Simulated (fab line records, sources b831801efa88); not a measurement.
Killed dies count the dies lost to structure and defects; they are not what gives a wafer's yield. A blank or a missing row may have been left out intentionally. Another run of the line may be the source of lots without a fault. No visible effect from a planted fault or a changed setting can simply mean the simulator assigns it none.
A lot that was struck, set against a sound lot | flow sky130 | 15 out of 708 route steps
Sound: wafers L202.3, L202.4, L202.5. Struck: wafers L192.2, L192.4, L192.6. The cause comes at the end.
At each step with rows: each side's tool, then ch and its chambers, then its first start. Under that, the readings that differ: sound wafers | struck wafers | difference of the means | sigmas: that difference in standard deviations of wafers without a fault.
alike: a reading whose means differ by less than 2 such deviations, as well as words and numbers matching on both sides. not compared: withheld readings; readings where some wafer has no value; bounds like >300 that might hide an equal value; numbers whose values overlap and for which the record gives no deviation.
Wherever a step has rows on one side only, a row that says differs or no value, or a row with sigmas, the two part there. When numbers do not overlap yet have no deviation, they are printed without sigmas and do not part them. Lack of a reading on every wafer of one side parts them only where that side has two or more wafers.

first, 2 steps without rows for these wafers: SKY_METAL2_CLEAN_23 (cleans in O3/DIW); SKY_VIA2_HDPCVD_00 (deposits SiO2, target thk 1180 nm, time 196.7 s).
SKY_VIA2_THK_MEAS_01:
  struck on film metro-02, day 37 20:44; sound on film metro-02, day 41 00:52
  alike: VIA2_HDPCVD_THK
SKY_VIA2_CMP_02: polishes SiO2.
  sound on cmp-02 ch 0,2, day 41 00:54; struck on cmp-01 ch 0,2,3, day 37 20:50
  alike: motor current A, slurry filter dp kPa
SKY_VIA2_BOW_MEAS_03:
  struck on film metro-03, day 37 21:07; sound on film metro-02, day 41 01:14
  alike: VIA2_BOW
then, 7 steps without rows for these wafers: SKY_VIA2_DEHYDRATE_04 (time 60 s); SKY_VIA2_HMDS_05 (prime time 60 s); SKY_VIA2_COAT_06 (resist thk 60 nm); SKY_VIA2_COAT_07 (resist thk 450 nm); SKY_VIA2_SOFTBAKE_08 (time 90 s); SKY_VIA2_EXPOSE_09 (exposes mask VIM2, target cd 200 nm); SKY_VIA2_PEB_10.
SKY_VIA2_DEVELOP_11: develop time 60 s.
  sound on litho track-03 ch 0, day 42 01:00; struck on litho track-02 ch 0, day 38 22:00
  reading              | sound             | struck            | difference | sigmas
  developer temp C (C) | 20.95 21.07 20.96 | 20.43 20.57 20.31 | -0.56      | -6
  alike: exhaust pa, resist line temp C
SKY_VIA2_CD_MEAS_12: target cd 200 nm.
  struck on cd sem-02, day 38 23:05; sound on cd sem-02, day 42 01:24
  alike: cd nm
-- the record jumps here: 9 days lie between the struck wafers' starts before and after (it left off in module VIA2 and takes up again in module PAD_OPEN, whose first step shown is number 708 of the route) --
SKY_PAD_OPEN_PROBE_99:
  struck on prober-02, day 47 23:55; sound on prober-02, day 50 05:43
  alike: defect limited yield, killed_at_M0_to_M3, killed_at_M4_up, killed at contacts, killed at front end, killed at other, killed dies, killed open, killed short, sort_bin_3_pad_short, sort_bin_5_function, sort_bin_6_memory, sort n pass, sort yield pct

## WHERE THEY PART
Only at SKY_VIA2_DEVELOP_11, within this record. Later steps at which nothing parts them and some readings are alike: SKY_VIA2_CD_MEAS_12, SKY_PAD_OPEN_PROBE_99.

WHY: what the simulator had put in
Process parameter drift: litho track-02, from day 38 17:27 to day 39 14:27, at SKY_VIA2_DEVELOP_11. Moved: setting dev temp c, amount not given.
